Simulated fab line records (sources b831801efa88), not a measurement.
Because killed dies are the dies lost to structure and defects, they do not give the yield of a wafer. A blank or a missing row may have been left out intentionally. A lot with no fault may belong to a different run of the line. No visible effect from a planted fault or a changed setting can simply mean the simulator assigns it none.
One fault seen from 2 desks | flow gf180mcu | every desk sees just its own numbers, and what lay behind them comes last

## DESK OF THE TOOL OWNER: cmp-01
The tool's own readings at GF_V1_CMP_04 (polishes SiO2): means of the sampled wafers that have a number, for each lot that ran on this tool. Any lot whose mean is over 4 standard deviations away from the usual mean is out of limits and marked OUT; that distance is given in the brackets.
Columns: A = motorCurrentA at GF_V1_CMP_04, usual 11.6 A; B = platenRpm at GF_V1_CMP_04, usual 60.00 rpm; C = timeToEndpointS at GF_V1_CMP_04, usual 81 s
lot  | first seen here | A    | B               | C
L609 | day 17 17:16    | 11.0 | 60.01           | 83
L610 | day 18 02:48    | 11.1 | 59.98           | 80
L611 | day 18 07:09    | 11.8 | 59.97           | 74
L612 | day 18 13:16    | 11.2 | 60.01           | 80
L619 | day 21 04:32    | 11.7 | 61.98 (+51) OUT | 79
L620 | day 21 12:27    | 11.2 | 62.03 (+52) OUT | 75
L628 | day 24 05:22    | 11.1 | 60.00           | 83
L629 | day 24 15:13    | 12.0 | 59.98           | 88
This desk's verdict: out of limits on L619, L620, starting with L619 at day 21 04:32 (platenRpm at GF_V1_CMP_04). In limits: L609, L610, L611, L612, L628, L629.

## THE METROLOGY DESK
What the gauges read for every lot (on any tool): the sampled wafers with a number, averaged. Any lot whose mean is over 4 standard deviations away from the usual mean is out of limits and marked OUT; that distance is given in the brackets.
Columns: A = V1_BOW at GF_V1_BOW_MEAS_05, usual 82 um; B = cdNm at GF_V1_CD_MEAS_14, usual 260.2 nm
lot  | first seen here | A  | B
L608 | day 17 09:16    | 79 | 258.8
L609 | day 17 17:32    | 72 | 259.4
L610 | day 18 03:06    | 95 | 260.3
L611 | day 18 07:25    | 74 | 260.7
L612 | day 18 13:38    | 72 | 259.8
L614 | day 19 07:06    | 80 | 259.3
L619 | day 21 04:44    | 81 | 261.4
L620 | day 21 12:46    | 94 | 261.1
L621 | day 21 21:31    | 96 | 262.5
L626 | day 23 11:50    | 73 | 258.4
L628 | day 24 05:37    | 90 | 260.3
L629 | day 24 15:32    | 84 | 260.5
L630 | day 24 20:22    | 86 | 259.3
L631 | day 25 04:17    | 83 | 259.4
This desk's verdict: no lot among the 14 shows anything out of limits.

## TAKEN TOGETHER
On L619, L620, at day 21 04:32, an alarm was possible from the tool owner's desk.
The metrology desk saw nothing out of limits.
The metrology desk has L619, L620 on record, within its limits.
On cmp-01, each named lot ran GF_V1_CMP_04.

## WHAT THE SIMULATOR HAD PUT IN
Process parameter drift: cmp-01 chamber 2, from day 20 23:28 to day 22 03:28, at GF_V1_CMP_04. From 60, the setting platenRpm moved by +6. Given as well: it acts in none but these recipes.
Shown lots that were struck: L619, L620.
Time in hours from fault onset to the first out-of-limits reading at each desk: the tool owner's desk, 5.
